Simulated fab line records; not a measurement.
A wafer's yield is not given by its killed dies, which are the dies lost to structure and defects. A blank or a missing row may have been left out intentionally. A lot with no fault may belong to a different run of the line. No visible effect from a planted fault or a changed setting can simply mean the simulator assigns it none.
Matching of chambers / flow gf180mcu / GF_V5_CMP_04 on cmp-02 has 4 sister chambers
The step polishes SiO2. 4 wafers are shown with their chamber, then 12 later ones without.

EACH WAFER AND ITS CHAMBER
wafer=L087.3; chamber=2; motorCurrentA (A)=12.4
wafer=L090.1; chamber=0; motorCurrentA (A)=11.4
wafer=L090.4; chamber=3; motorCurrentA (A)=14.3
wafer=L090.5; chamber=1; motorCurrentA (A)=10.9

WAFERS WITH NO CHAMBER GIVEN
wafer=L093.1; motorCurrentA (A)=11.7
wafer=L093.2; motorCurrentA (A)=10.4
wafer=L093.6; motorCurrentA (A)=14.0
wafer=L094.1; motorCurrentA (A)=12.1
wafer=L094.2; motorCurrentA (A)=12.3
wafer=L094.6; motorCurrentA (A)=10.5
wafer=L095.1; motorCurrentA (A)=11.8
wafer=L095.2; motorCurrentA (A)=10.3
wafer=L095.3; motorCurrentA (A)=11.4
wafer=L097.1; motorCurrentA (A)=11.4
wafer=L097.3; motorCurrentA (A)=13.8
wafer=L097.4; motorCurrentA (A)=10.2

EACH ONE'S CHAMBER
wafer=L093.1; from the rows above=can't be placed: 0 or 2 or 1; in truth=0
wafer=L093.2; from the rows above=can't be placed: 1 or 0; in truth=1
wafer=L093.6; from the rows above=3; in truth=3
wafer=L094.1; from the rows above=can't be placed: 2 or 0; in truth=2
wafer=L094.2; from the rows above=can't be placed: 2 or 0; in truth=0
wafer=L094.6; from the rows above=can't be placed: 1 or 0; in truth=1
wafer=L095.1; from the rows above=can't be placed: 0 or 2 or 1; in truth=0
wafer=L095.2; from the rows above=can't be placed: 1 or 0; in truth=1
wafer=L095.3; from the rows above=can't be placed: 0 or 1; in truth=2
wafer=L097.1; from the rows above=can't be placed: 0 or 1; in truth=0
wafer=L097.3; from the rows above=3; in truth=3
wafer=L097.4; from the rows above=can't be placed: 1 or 0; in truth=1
Correctly placed: 2 of 12. These rows do not allow placing 10 (true chamber among the candidates in 9). Number placed wrongly: 0.
How it was worked out, from the rows above alone: a wafer's distance from a chamber is the root of the sum, over the readings, of the square of ((its reading less the chamber's mean) divided by the reading's scatter). The wafer belongs to the nearest chamber; if the next one is less than 2 further off, it can't be placed. Each chamber's mean is taken over the wafers shown for it. The scatter: root of mean squared gap, hidden wafer to nearest shown wafer, with one shown wafer a chamber.
